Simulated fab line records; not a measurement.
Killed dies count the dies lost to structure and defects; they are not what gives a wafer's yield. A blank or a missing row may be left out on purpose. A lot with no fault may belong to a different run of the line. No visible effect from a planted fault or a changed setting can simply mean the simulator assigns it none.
fab line records :: flow gf180mcu
record
  lots=6
  wafers=18
  last-day=34
route steps=602 shown NSD@246 PSD@248
lots with no fault: from the same line, run without faults
start-h: start of the lot's first displayed wafer, in hours after the record's first day :: wait-h: hours elapsed since this lot's preceding step :: " unchanged from the row above :: L1.1+2: a single row standing in for several wafers :: - no value present, or no start provided :: * or withheld: withheld :: < > ~ a bound
route shown NAME@n: a module of which the file shows steps, and the number in the route of the first :: usual: mean and standard deviation over wafers with no fault :: same: alike in all rows :: chamber/n: place in a boat :: sites: the reading at each site :: _std_site: standard deviation of those values :: _edge_site: the outer-site mean with the inner-site mean subtracted :: radius-mm: for every site, how far away it sits from the centre of the wafer :: mask NAME#n: copy n :: behind: the tool/chamber that last shaped the wafer :: hold: reason for holding the lot/hours on hold/outcome of the hold :: device: which transistor (n, p or np) failed to switch :: end of line: at the end of the route, the tests of the same wafers :: a step without rows: its recipe alone :: killed: not the wafer's yield, but the dies lost to structure and defects at the first sort :: map: a wafer's dies, marking killed ones x, the rest . and places with no die _
set.NAME: the setting that was run; set.NAME@STEP: the one run at that earlier step :: model.NAME: the simulator's own value behind a step, which no gauge read
lots at some steps of the route; a table a step, a row a wafer
services: a tool's chamber out of use, with start hour (start-h, from the record's first day; less than 0 if before it), hours out, and reason
## steps
# step GF_NSD_STRIP_11
# recipe
  chemistry=O2/N2
  power-w=1400
  pressure-mtorr=1500
  platen-temp-c=250
  o2-flow-sccm=3000
  n2-flow-sccm=300
  overash-fraction=0.5
# usual
  chamber-pressure-mTorr=1500.0/1.3
  drypump-motor-current-A=6.1/0.34
  heater-power-w=336/15
  o2-flow-sccm=3001/9.9
  oes-product-au=0.489/0.0044
  strip-time-to-endpoint-s=22.78/0.04
lot.wafer: L848.3
tool: plasma-asher-03
chamber: 1
start-h: 352.45
wait-h: 0.1
chamber-pressure-mTorr: 1499.7
drypump-motor-current-A: 5.6
heater-power-w: 305
o2-flow-sccm: 3006
oes-product-au: 0.490
rf-hours-counter-h: -
strip-time-to-endpoint-s: 22.77

lot.wafer: L848.4
tool: plasma-asher-03
chamber: 0
start-h: 352.45
wait-h: 0.1
chamber-pressure-mTorr: 1500.8
drypump-motor-current-A: 5.7
heater-power-w: 350
o2-flow-sccm: 2998
oes-product-au: 0.478
rf-hours-counter-h: -
strip-time-to-endpoint-s: 22.79

lot.wafer: L848.6
tool: plasma-asher-03
chamber: 0
start-h: 352.45
wait-h: 0.1
chamber-pressure-mTorr: 1502.0
drypump-motor-current-A: 5.7
heater-power-w: 341
o2-flow-sccm: 2990
oes-product-au: 0.489
rf-hours-counter-h: -
strip-time-to-endpoint-s: 22.81

lot.wafer: L849.1
tool: plasma-asher-04
chamber: 1
start-h: 360.27
wait-h: 0.1
chamber-pressure-mTorr: 1502.0
drypump-motor-current-A: 6.4
heater-power-w: 346
o2-flow-sccm: 3004
oes-product-au: 0.488
rf-hours-counter-h: 74
strip-time-to-endpoint-s: 22.79

lot.wafer: L849.5
tool: plasma-asher-04
chamber: 0
start-h: 360.27
wait-h: 0.1
chamber-pressure-mTorr: 1501.7
drypump-motor-current-A: 6.2
heater-power-w: 318
o2-flow-sccm: 3004
oes-product-au: 0.483
rf-hours-counter-h: -
strip-time-to-endpoint-s: 22.77

lot.wafer: L849.6
tool: plasma-asher-04
chamber: 1
start-h: 360.27
wait-h: 0.1
chamber-pressure-mTorr: 1499.5
drypump-motor-current-A: 6.4
heater-power-w: 345
o2-flow-sccm: 3000
oes-product-au: 0.485
rf-hours-counter-h: -
strip-time-to-endpoint-s: 22.79

lot.wafer: L856.1
tool: plasma-asher-04
chamber: 0
start-h: 423.68
wait-h: 0.1
chamber-pressure-mTorr: 1497.1
drypump-motor-current-A: 6.2
heater-power-w: 317
o2-flow-sccm: 2992
oes-product-au: 0.491
rf-hours-counter-h: 80
strip-time-to-endpoint-s: 22.82

lot.wafer: L856.5
tool: plasma-asher-04
chamber: 1
start-h: 423.68
wait-h: 0.1
chamber-pressure-mTorr: 1501.1
drypump-motor-current-A: 6.4
heater-power-w: 337
o2-flow-sccm: 3021
oes-product-au: 0.488
rf-hours-counter-h: -
strip-time-to-endpoint-s: 22.83

lot.wafer: L856.6
tool: plasma-asher-04
chamber: 0
start-h: 423.68
wait-h: 0.1
chamber-pressure-mTorr: 1499.8
drypump-motor-current-A: 6.2
heater-power-w: 319
o2-flow-sccm: 2979
oes-product-au: 0.492
rf-hours-counter-h: -
strip-time-to-endpoint-s: 22.79

lot.wafer: L858.2
tool: plasma-asher-03
chamber: 1
start-h: 446.53
wait-h: 0.1
chamber-pressure-mTorr: 1500.4
drypump-motor-current-A: 5.7
heater-power-w: 308
o2-flow-sccm: 2998
oes-product-au: 0.483
rf-hours-counter-h: 32
strip-time-to-endpoint-s: 22.81

lot.wafer: L858.3
tool: plasma-asher-03
chamber: 0
start-h: 446.53
wait-h: 0.1
chamber-pressure-mTorr: 1499.6
drypump-motor-current-A: 5.7
heater-power-w: 341
o2-flow-sccm: 3007
oes-product-au: 0.488
rf-hours-counter-h: -
strip-time-to-endpoint-s: 22.83

lot.wafer: L858.4
tool: plasma-asher-03
chamber: 1
start-h: 446.53
wait-h: 0.1
chamber-pressure-mTorr: 1499.3
drypump-motor-current-A: 5.7
heater-power-w: 315
o2-flow-sccm: 2992
oes-product-au: 0.486
rf-hours-counter-h: -
strip-time-to-endpoint-s: 22.85

lot.wafer: L860.2
tool: plasma-asher-01
chamber: 0
start-h: 470.35
wait-h: 0.1
chamber-pressure-mTorr: 1501.3
drypump-motor-current-A: 6.6
heater-power-w: 344
o2-flow-sccm: 3008
oes-product-au: 0.497
rf-hours-counter-h: 70
strip-time-to-endpoint-s: 22.82

lot.wafer: L860.3
tool: plasma-asher-01
chamber: 0
start-h: 470.35
wait-h: 0.1
chamber-pressure-mTorr: 1501.3
drypump-motor-current-A: 6.6
heater-power-w: 347
o2-flow-sccm: 2996
oes-product-au: 0.487
rf-hours-counter-h: -
strip-time-to-endpoint-s: 22.83

lot.wafer: L860.5
tool: plasma-asher-01
chamber: 0
start-h: 470.35
wait-h: 0.1
chamber-pressure-mTorr: 1499.9
drypump-motor-current-A: 6.6
heater-power-w: 359
o2-flow-sccm: 2979
oes-product-au: 0.496
rf-hours-counter-h: -
strip-time-to-endpoint-s: 22.78

lot.wafer: L862.2
tool: plasma-asher-03
chamber: 1
start-h: 476.97
wait-h: 0.1
chamber-pressure-mTorr: 1500.0
drypump-motor-current-A: 5.6
heater-power-w: 320
o2-flow-sccm: 2999
oes-product-au: 0.488
rf-hours-counter-h: 35
strip-time-to-endpoint-s: 22.75

lot.wafer: L862.5
tool: plasma-asher-03
chamber: 0
start-h: 476.97
wait-h: 0.1
chamber-pressure-mTorr: 1498.0
drypump-motor-current-A: 5.7
heater-power-w: 340
o2-flow-sccm: 2998
oes-product-au: 0.483
rf-hours-counter-h: -
strip-time-to-endpoint-s: 22.72

lot.wafer: L862.6
tool: plasma-asher-03
chamber: 1
start-h: 476.97
wait-h: 0.1
chamber-pressure-mTorr: 1501.5
drypump-motor-current-A: 5.7
heater-power-w: 312
o2-flow-sccm: 2998
oes-product-au: 0.494
rf-hours-counter-h: -
strip-time-to-endpoint-s: 22.70
# step GF_NSD_TW_MEAS_12
# usual
  NSD_TW=4259/34
lot.wafer: L848.3
tool: film-metro-03
chamber: -
start-h: 352.54
wait-h: 0.1
NSD_TW: 4299

lot.wafer: L848.4
tool: film-metro-03
chamber: -
start-h: 352.54
wait-h: 0.1
NSD_TW: 4274

lot.wafer: L848.6
tool: film-metro-03
chamber: -
start-h: 352.54
wait-h: 0.1
NSD_TW: 4288

lot.wafer: L849.1
tool: film-metro-02
chamber: -
start-h: 360.37
wait-h: 0.1
NSD_TW: 4282

lot.wafer: L849.5
tool: film-metro-02
chamber: -
start-h: 360.37
wait-h: 0.1
NSD_TW: 4309

lot.wafer: L849.6
tool: film-metro-02
chamber: -
start-h: 360.37
wait-h: 0.1
NSD_TW: 4277

lot.wafer: L856.1
tool: film-metro-01
chamber: -
start-h: 423.78
wait-h: 0.1
NSD_TW: 4228

lot.wafer: L856.5
tool: film-metro-01
chamber: -
start-h: 423.78
wait-h: 0.1
NSD_TW: 4216

lot.wafer: L856.6
tool: film-metro-01
chamber: -
start-h: 423.78
wait-h: 0.1
NSD_TW: 4221

lot.wafer: L858.2
tool: film-metro-02
chamber: -
start-h: 446.64
wait-h: 0.1
NSD_TW: 4260

lot.wafer: L858.3
tool: film-metro-02
chamber: -
start-h: 446.64
wait-h: 0.1
NSD_TW: 4241

lot.wafer: L858.4
tool: film-metro-02
chamber: -
start-h: 446.64
wait-h: 0.1
NSD_TW: 4251

lot.wafer: L860.2
tool: film-metro-02
chamber: -
start-h: 470.46
wait-h: 0.1
NSD_TW: 4203

lot.wafer: L860.3
tool: film-metro-02
chamber: -
start-h: 470.46
wait-h: 0.1
NSD_TW: 4220

lot.wafer: L860.5
tool: film-metro-02
chamber: -
start-h: 470.46
wait-h: 0.1
NSD_TW: 4207

lot.wafer: L862.2
tool: film-metro-01
chamber: -
start-h: 477.08
wait-h: 0.1
NSD_TW: 4192

lot.wafer: L862.5
tool: film-metro-01
chamber: -
start-h: 477.08
wait-h: 0.1
NSD_TW: 4202

lot.wafer: L862.6
tool: film-metro-01
chamber: -
start-h: 477.08
wait-h: 0.1
NSD_TW: 4184
# step GF_PSD_DEHYDRATE_00
# recipe
  temp-c=200
  time-s=60
# step GF_PSD_HMDS_01
# recipe
  prime-time-s=60
  prime-temp-c=120
# step GF_PSD_COAT_02
# recipe
  resist=NOVOLAK
  spin-rpm=3000
  resist-thk-nm=1000
# step GF_PSD_SOFTBAKE_03
# recipe
  temp-c=90
  time-s=60
  resist=NOVOLAK
# step GF_PSD_EXPOSE_04
# recipe
  mask-id=Pplus
  target-cd-nm=400
  na=0.6
  source-shape=conventional
  sigma-outer=0.6
  dose-mj=140
# step GF_PSD_PEB_05
# recipe
  temp-c=withheld
  time-s=*
  resist=NOVOLAK
# step GF_PSD_DEVELOP_06
# recipe
  develop-time-s=60
  dev-temp-c=23
# step GF_PSD_CD_MEAS_07
# recipe
  target-cd-nm=400
# usual
  cd-nm=399.9/2.3
lot.wafer: L848.3
tool: cd-sem-02
chamber: -
start-h: 374.61
wait-h: 0.1
cd-nm: 402.4

lot.wafer: L848.4
tool: cd-sem-02
chamber: -
start-h: 374.61
wait-h: 0.1
cd-nm: 404.2

lot.wafer: L848.6
tool: cd-sem-02
chamber: -
start-h: 374.61
wait-h: 0.1
cd-nm: 402.0

lot.wafer: L849.1
tool: cd-sem-01
chamber: -
start-h: 382.47
wait-h: 0.1
cd-nm: 397.7

lot.wafer: L849.5
tool: cd-sem-01
chamber: -
start-h: 382.47
wait-h: 0.1
cd-nm: 398.3

lot.wafer: L849.6
tool: cd-sem-01
chamber: -
start-h: 382.47
wait-h: 0.1
cd-nm: 395.6

lot.wafer: L856.1
tool: cd-sem-01
chamber: -
start-h: 447.81
wait-h: 0.1
cd-nm: 400.6

lot.wafer: L856.5
tool: cd-sem-01
chamber: -
start-h: 447.81
wait-h: 0.1
cd-nm: 402.1

lot.wafer: L856.6
tool: cd-sem-01
chamber: -
start-h: 447.81
wait-h: 0.1
cd-nm: 403.4

lot.wafer: L858.2
tool: cd-sem-02
chamber: -
start-h: 470.83
wait-h: 0.1
cd-nm: 400.1

lot.wafer: L858.3
tool: cd-sem-02
chamber: -
start-h: 470.83
wait-h: 0.1
cd-nm: 400.6

lot.wafer: L858.4
tool: cd-sem-02
chamber: -
start-h: 470.83
wait-h: 0.1
cd-nm: 399.3

lot.wafer: L860.2
tool: cd-sem-01
chamber: -
start-h: 494.48
wait-h: 0.1
cd-nm: 396.9

lot.wafer: L860.3
tool: cd-sem-01
chamber: -
start-h: 494.48
wait-h: 0.1
cd-nm: 397.9

lot.wafer: L860.5
tool: cd-sem-01
chamber: -
start-h: 494.48
wait-h: 0.1
cd-nm: 396.5

lot.wafer: L862.2
tool: cd-sem-01
chamber: -
start-h: 500.51
wait-h: 0.1
cd-nm: 396.0

lot.wafer: L862.5
tool: cd-sem-01
chamber: -
start-h: 500.51
wait-h: 0.1
cd-nm: 397.2

lot.wafer: L862.6
tool: cd-sem-01
chamber: -
start-h: 500.51
wait-h: 0.1
cd-nm: 394.7
# step GF_PSD_OVL_MEAS_08
# usual
  PSD_OVL=0.7/1.1
lot.wafer: L848.3
tool: overlay-01
chamber: -
start-h: 374.70
wait-h: 0.1
PSD_OVL[nm]: -0.2

lot.wafer: L848.4
tool: overlay-01
chamber: -
start-h: 374.70
wait-h: 0.1
PSD_OVL[nm]: 0.3

lot.wafer: L848.6
tool: overlay-01
chamber: -
start-h: 374.70
wait-h: 0.1
PSD_OVL[nm]: 0.9

lot.wafer: L849.1
tool: overlay-02
chamber: -
start-h: 382.59
wait-h: 0.1
PSD_OVL[nm]: 0.8

lot.wafer: L849.5
tool: overlay-02
chamber: -
start-h: 382.59
wait-h: 0.1
PSD_OVL[nm]: 1.2

lot.wafer: L849.6
tool: overlay-02
chamber: -
start-h: 382.59
wait-h: 0.1
PSD_OVL[nm]: 0.4

lot.wafer: L856.1
tool: overlay-02
chamber: -
start-h: 447.93
wait-h: 0.1
PSD_OVL[nm]: 0.9

lot.wafer: L856.5
tool: overlay-02
chamber: -
start-h: 447.93
wait-h: 0.1
PSD_OVL[nm]: 0.4

lot.wafer: L856.6
tool: overlay-02
chamber: -
start-h: 447.93
wait-h: 0.1
PSD_OVL[nm]: 1.9

lot.wafer: L858.2
tool: overlay-02
chamber: -
start-h: 470.94
wait-h: 0.1
PSD_OVL[nm]: -0.7

lot.wafer: L858.3
tool: overlay-02
chamber: -
start-h: 470.94
wait-h: 0.1
PSD_OVL[nm]: 0.0

lot.wafer: L858.4
tool: overlay-02
chamber: -
start-h: 470.94
wait-h: 0.1
PSD_OVL[nm]: 0.9

lot.wafer: L860.2
tool: overlay-02
chamber: -
start-h: 494.59
wait-h: 0.1
PSD_OVL[nm]: -1.3

lot.wafer: L860.3
tool: overlay-02
chamber: -
start-h: 494.59
wait-h: 0.1
PSD_OVL[nm]: 0.8

lot.wafer: L860.5
tool: overlay-02
chamber: -
start-h: 494.59
wait-h: 0.1
PSD_OVL[nm]: 1.0

lot.wafer: L862.2
tool: overlay-01
chamber: -
start-h: 500.61
wait-h: 0.1
PSD_OVL[nm]: 0.5

lot.wafer: L862.5
tool: overlay-01
chamber: -
start-h: 500.61
wait-h: 0.1
PSD_OVL[nm]: -0.8

lot.wafer: L862.6
tool: overlay-01
chamber: -
start-h: 500.61
wait-h: 0.1
PSD_OVL[nm]: 0.6
# step GF_PSD_IMPLANT_09
# recipe
  species=BF2
  energy-kev=40
  dose-cm2=1.533e+15
  tilt-deg=7
# step GF_PSD_STRIP_10
# recipe
  chemistry=O2/N2
  power-w=1400
  pressure-mtorr=1500
  platen-temp-c=250
  o2-flow-sccm=3000
  n2-flow-sccm=300
  overash-fraction=0.5
# usual
  chamber-pressure-mTorr=1500/3.9
  drypump-motor-current-A=5.9/0.43
  heater-power-w=342/25
  o2-flow-sccm=3000/9.3
  oes-product-au=0.591/0.0047
  strip-time-to-endpoint-s=16.63/0.037
lot.wafer: L848.3
tool: plasma-asher-03
chamber: 1
start-h: 374.91
wait-h: 0.1
chamber-pressure-mTorr: -
drypump-motor-current-A: -
heater-power-w: -
o2-flow-sccm: -
oes-product-au: -
rf-hours-counter-h: -
strip-time-to-endpoint-s: -
model.NOVOLAK_of_PSD_COAT_02.thk-nm: 996.7

lot.wafer: L848.4
tool: plasma-asher-03
chamber: 0
start-h: 374.91
wait-h: 0.1
chamber-pressure-mTorr: -
drypump-motor-current-A: -
heater-power-w: -
o2-flow-sccm: -
oes-product-au: -
rf-hours-counter-h: -
strip-time-to-endpoint-s: -
model.NOVOLAK_of_PSD_COAT_02.thk-nm: 995.5

lot.wafer: L848.6
tool: plasma-asher-03
chamber: 1
start-h: 374.91
wait-h: 0.1
chamber-pressure-mTorr: -
drypump-motor-current-A: -
heater-power-w: -
o2-flow-sccm: -
oes-product-au: -
rf-hours-counter-h: -
strip-time-to-endpoint-s: -
model.NOVOLAK_of_PSD_COAT_02.thk-nm: 998.2

lot.wafer: L849.1
tool: plasma-asher-04
chamber: 1
start-h: 382.77
wait-h: 0.1
chamber-pressure-mTorr: -
drypump-motor-current-A: -
heater-power-w: -
o2-flow-sccm: -
oes-product-au: -
rf-hours-counter-h: -
strip-time-to-endpoint-s: -
model.NOVOLAK_of_PSD_COAT_02.thk-nm: 1000

lot.wafer: L849.5
tool: plasma-asher-04
chamber: 1
start-h: 382.77
wait-h: 0.1
chamber-pressure-mTorr: -
drypump-motor-current-A: -
heater-power-w: -
o2-flow-sccm: -
oes-product-au: -
rf-hours-counter-h: -
strip-time-to-endpoint-s: -
model.NOVOLAK_of_PSD_COAT_02.thk-nm: 1001

lot.wafer: L849.6
tool: plasma-asher-04
chamber: 0
start-h: 382.77
wait-h: 0.1
chamber-pressure-mTorr: -
drypump-motor-current-A: -
heater-power-w: -
o2-flow-sccm: -
oes-product-au: -
rf-hours-counter-h: -
strip-time-to-endpoint-s: -
model.NOVOLAK_of_PSD_COAT_02.thk-nm: 1002

lot.wafer: L856.1
tool: plasma-asher-02
chamber: 1
start-h: 448.12
wait-h: 0.1
chamber-pressure-mTorr: 1501
drypump-motor-current-A: 5.9
heater-power-w: 407
o2-flow-sccm: 2992
oes-product-au: 0.588
rf-hours-counter-h: 2
strip-time-to-endpoint-s: 16.63
model.NOVOLAK_of_PSD_COAT_02.thk-nm: 0

lot.wafer: L856.5
tool: plasma-asher-02
chamber: 1
start-h: 448.12
wait-h: 0.1
chamber-pressure-mTorr: 1501
drypump-motor-current-A: 5.9
heater-power-w: 401
o2-flow-sccm: 2990
oes-product-au: 0.591
rf-hours-counter-h: -
strip-time-to-endpoint-s: 16.59
model.NOVOLAK_of_PSD_COAT_02.thk-nm: 0

lot.wafer: L856.6
tool: plasma-asher-02
chamber: 0
start-h: 448.12
wait-h: 0.1
chamber-pressure-mTorr: 1502
drypump-motor-current-A: 5.0
heater-power-w: 339
o2-flow-sccm: 3011
oes-product-au: 0.591
rf-hours-counter-h: -
strip-time-to-endpoint-s: 16.61
model.NOVOLAK_of_PSD_COAT_02.thk-nm: 0

lot.wafer: L858.2
tool: plasma-asher-04
chamber: 1
start-h: 471.12
wait-h: 0.1
chamber-pressure-mTorr: 1501
drypump-motor-current-A: 6.4
heater-power-w: 339
o2-flow-sccm: 2988
oes-product-au: 0.585
rf-hours-counter-h: 86
strip-time-to-endpoint-s: 16.65
model.NOVOLAK_of_PSD_COAT_02.thk-nm: 0

lot.wafer: L858.3
tool: plasma-asher-04
chamber: 1
start-h: 471.12
wait-h: 0.1
chamber-pressure-mTorr: 1501
drypump-motor-current-A: 6.4
heater-power-w: 341
o2-flow-sccm: 2993
oes-product-au: 0.597
rf-hours-counter-h: -
strip-time-to-endpoint-s: 16.63
model.NOVOLAK_of_PSD_COAT_02.thk-nm: 0

lot.wafer: L858.4
tool: plasma-asher-04
chamber: 0
start-h: 471.12
wait-h: 0.1
chamber-pressure-mTorr: 1498
drypump-motor-current-A: 6.2
heater-power-w: 326
o2-flow-sccm: 2992
oes-product-au: 0.591
rf-hours-counter-h: -
strip-time-to-endpoint-s: 16.65
model.NOVOLAK_of_PSD_COAT_02.thk-nm: 0

lot.wafer: L860.2
tool: plasma-asher-04
chamber: 0
start-h: 494.77
wait-h: 0.1
chamber-pressure-mTorr: 1498
drypump-motor-current-A: 6.2
heater-power-w: 314
o2-flow-sccm: 3005
oes-product-au: 0.588
rf-hours-counter-h: 88
strip-time-to-endpoint-s: 16.70
model.NOVOLAK_of_PSD_COAT_02.thk-nm: 0

lot.wafer: L860.3
tool: plasma-asher-04
chamber: 1
start-h: 494.77
wait-h: 0.1
chamber-pressure-mTorr: 1499
drypump-motor-current-A: 6.4
heater-power-w: 340
o2-flow-sccm: 3014
oes-product-au: 0.597
rf-hours-counter-h: -
strip-time-to-endpoint-s: 16.67
model.NOVOLAK_of_PSD_COAT_02.thk-nm: 0

lot.wafer: L860.5
tool: plasma-asher-04
chamber: 1
start-h: 494.77
wait-h: 0.1
chamber-pressure-mTorr: 1500
drypump-motor-current-A: 6.4
heater-power-w: 343
o2-flow-sccm: 2994
oes-product-au: 0.595
rf-hours-counter-h: -
strip-time-to-endpoint-s: 16.66
model.NOVOLAK_of_PSD_COAT_02.thk-nm: 0

lot.wafer: L862.2
tool: plasma-asher-04
chamber: 1
start-h: 500.79
wait-h: 0.1
chamber-pressure-mTorr: 1501
drypump-motor-current-A: 6.4
heater-power-w: 341
o2-flow-sccm: 3012
oes-product-au: 0.585
rf-hours-counter-h: 89
strip-time-to-endpoint-s: 16.63
model.NOVOLAK_of_PSD_COAT_02.thk-nm: 0

lot.wafer: L862.5
tool: plasma-asher-04
chamber: 0
start-h: 500.79
wait-h: 0.1
chamber-pressure-mTorr: 1498
drypump-motor-current-A: 6.2
heater-power-w: 311
o2-flow-sccm: 2986
oes-product-au: 0.594
rf-hours-counter-h: -
strip-time-to-endpoint-s: 16.61
model.NOVOLAK_of_PSD_COAT_02.thk-nm: 0

lot.wafer: L862.6
tool: plasma-asher-04
chamber: 1
start-h: 500.79
wait-h: 0.1
chamber-pressure-mTorr: 1499
drypump-motor-current-A: 6.4
heater-power-w: 344
o2-flow-sccm: 3001
oes-product-au: 0.593
rf-hours-counter-h: -
strip-time-to-endpoint-s: 16.64
model.NOVOLAK_of_PSD_COAT_02.thk-nm: 0
# step GF_PSD_TW_MEAS_11
# usual
  PSD_TW=3216/29
lot.wafer: L848.3
tool: film-metro-01
chamber: -
start-h: 374.99
wait-h: 0.1
PSD_TW: 3193

lot.wafer: L848.4
tool: film-metro-01
chamber: -
start-h: 374.99
wait-h: 0.1
PSD_TW: 3176

lot.wafer: L848.6
tool: film-metro-01
chamber: -
start-h: 374.99
wait-h: 0.1
PSD_TW: 3196

lot.wafer: L849.1
tool: film-metro-01
chamber: -
start-h: 382.87
wait-h: 0.1
PSD_TW: 3196

lot.wafer: L849.5
tool: film-metro-01
chamber: -
start-h: 382.87
wait-h: 0.1
PSD_TW: 3200

lot.wafer: L849.6
tool: film-metro-01
chamber: -
start-h: 382.87
wait-h: 0.1
PSD_TW: 3177

lot.wafer: L856.1
tool: film-metro-03
chamber: -
start-h: 448.22
wait-h: 0.1
PSD_TW: 3240

lot.wafer: L856.5
tool: film-metro-03
chamber: -
start-h: 448.22
wait-h: 0.1
PSD_TW: 3223

lot.wafer: L856.6
tool: film-metro-03
chamber: -
start-h: 448.22
wait-h: 0.1
PSD_TW: 3230

lot.wafer: L858.2
tool: film-metro-01
chamber: -
start-h: 471.23
wait-h: 0.1
PSD_TW: 3183

lot.wafer: L858.3
tool: film-metro-01
chamber: -
start-h: 471.23
wait-h: 0.1
PSD_TW: 3199

lot.wafer: L858.4
tool: film-metro-01
chamber: -
start-h: 471.23
wait-h: 0.1
PSD_TW: 3168

lot.wafer: L860.2
tool: film-metro-02
chamber: -
start-h: 494.88
wait-h: 0.1
PSD_TW: 3180

lot.wafer: L860.3
tool: film-metro-02
chamber: -
start-h: 494.88
wait-h: 0.1
PSD_TW: 3197

lot.wafer: L860.5
tool: film-metro-02
chamber: -
start-h: 494.88
wait-h: 0.1
PSD_TW: 3202

lot.wafer: L862.2
tool: film-metro-03
chamber: -
start-h: 500.90
wait-h: 0.1
PSD_TW: 3238

lot.wafer: L862.5
tool: film-metro-03
chamber: -
start-h: 500.90
wait-h: 0.1
PSD_TW: 3236

lot.wafer: L862.6
tool: film-metro-03
chamber: -
start-h: 500.90
wait-h: 0.1
PSD_TW: 3205
## services
tool: plasma-asher-03
chamber: -
start-h: 398.71
hours: 2.3
kind: repair

tool: plasma-asher-02
chamber: -
start-h: 421.25
hours: 9.0
kind: pm

tool: plasma-asher-02
chamber: 0
start-h: 421.25
hours: 9.0
kind: vent-cycle

tool: plasma-asher-02
chamber: 1
start-h: 421.25
hours: 9.0
kind: vent-cycle

tool: plasma-asher-02
chamber: 0
start-h: 430.25
hours: -
kind: clean

tool: plasma-asher-02
chamber: 1
start-h: 430.25
hours: -
kind: clean
## key
first-sign
  step=GF_PSD_STRIP_10
  reading=tool-record
  direction=missing
effect none on later readings
model-effect
  step=GF_PSD_STRIP_10
  value=NOVOLAK_of_PSD_COAT_02.thk-nm
  without=0
  struck=999
met-at GF_PSD_STRIP_10
struck-wafers L848.3,L848.4,L848.6,L849.1,L849.5,L849.6
later-rows-left-out L848.3,L848.4,L848.6,L849.1,L849.5,L849.6
sort-left-out L848.3,L848.4,L848.6,L849.1,L849.5,L849.6
tester-left-out L848,L849
fault
  kind=skipped-step-whole
  tool=plasma-asher-03,plasma-asher-04
  chamber=-
  onset-h=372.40
  steps=GF_PSD_STRIP_10
  scope=struck-lots-only
# tester-left-out: of these lots the tester's yield and bins aren't shown, on N5 and GAA mostly nor the transistor test; their killed dies are dies lost to structure and defects alone, not to doping, threshold or leakage, so they don't give the yield
# sort-left-out: the simulated sort isn't trusted on such a fault, so these wafers' sort isn't shown, and their yield isn't known
# later-rows-left-out: the simulator's readings of these wafers behind a module that went badly wrong aren't trusted and aren't shown, but for the sort
